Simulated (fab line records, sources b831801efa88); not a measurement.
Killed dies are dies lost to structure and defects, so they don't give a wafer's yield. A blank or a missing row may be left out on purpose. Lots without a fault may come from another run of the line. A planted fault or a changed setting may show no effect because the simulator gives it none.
A struck lot beside a sound one | flow gf180mcu | 14 steps out of a route of 602
Sound: wafers L197.2, L197.4, L197.6. Struck: wafers L215.1, L215.2, L215.4. The cause comes at the end.
At each step with rows: each side's tool, then ch and its chambers, then its first start. Under that, the readings that differ: sound wafers | struck wafers | difference of the means | sigmas: that difference in standard deviations of wafers without a fault.
alike: readings whose means differ by less than 2 such deviations, and words and numbers that are the same on both sides. not compared: withheld readings, readings that some wafer has no value for, bounds like >300 that may hide the same value, and numbers for which the record gives no deviation and whose values overlap.
The two part at a step that has a row with sigmas, a row that says differs or no value, or rows on one side only. Numbers that don't overlap but have no deviation are shown without sigmas and don't part them. A reading that every wafer of one side lacks parts them only if that side has two wafers or more.

first, 3 steps without rows for these wafers: GF_VT_IMPLANT_EXPOSE_26 (exposes mask LVPWELL HV AREA, target cd 860 nm); GF_VT_IMPLANT_PEB_27; GF_VT_IMPLANT_DEVELOP_28 (develop time 60 s).
GF_VT_IMPLANT_OVL_MEAS_29:
  sound on overlay-02, day 7 12:36; struck on overlay-01, day 12 07:53
  alike: VT_IMPLANT_02_OVL
then, 1 step without rows for these wafers: GF_VT_IMPLANT_IMPLANT_30.
GF_VT_IMPLANT_STRIP_31: strips in O2/N2.
  sound on plasma_asher-03 ch 1, day 7 12:47; struck on plasma_asher-01 ch 0,1, day 12 08:05
  alike: drypump_motor_current_A, heater_power_w, oes_product_au, strip_time_to_endpoint_s
  not compared: rf_hours_counter_h
GF_VT_IMPLANT_TW_MEAS_32:
  sound on film_metro-03, day 7 12:53; struck on film_metro-01, day 12 08:11
  alike: VT_IMPLANT_3_TW
then, 5 steps without rows for these wafers: GF_VT_IMPLANT_DEHYDRATE_33 (time 60 s); GF_VT_IMPLANT_HMDS_34 (prime time 60 s); GF_VT_IMPLANT_COAT_35 (resist thk 1000 nm); GF_VT_IMPLANT_SOFTBAKE_36 (time 60 s); GF_VT_IMPLANT_EXPOSE_37 (exposes mask Nwell HV AREA, target cd 860 nm).
GF_VT_IMPLANT_PEB_38:
  sound on litho_track-03 ch 0, day 8 04:52; struck on litho_track-02, day 13 03:55
  reading         | sound          | struck | difference                    | sigmas
  exhaust_pa (Pa) | 45.6 46.2 45.0 | - - -  | no value on the struck wafers |
  not compared: chill_plate_temp_C
then, 1 step without rows for these wafers: GF_VT_IMPLANT_DEVELOP_39 (develop time 60 s).

WHERE THEY PART
Only at GF_VT_IMPLANT_PEB_38, within this record.

WHY: what the simulator had put in
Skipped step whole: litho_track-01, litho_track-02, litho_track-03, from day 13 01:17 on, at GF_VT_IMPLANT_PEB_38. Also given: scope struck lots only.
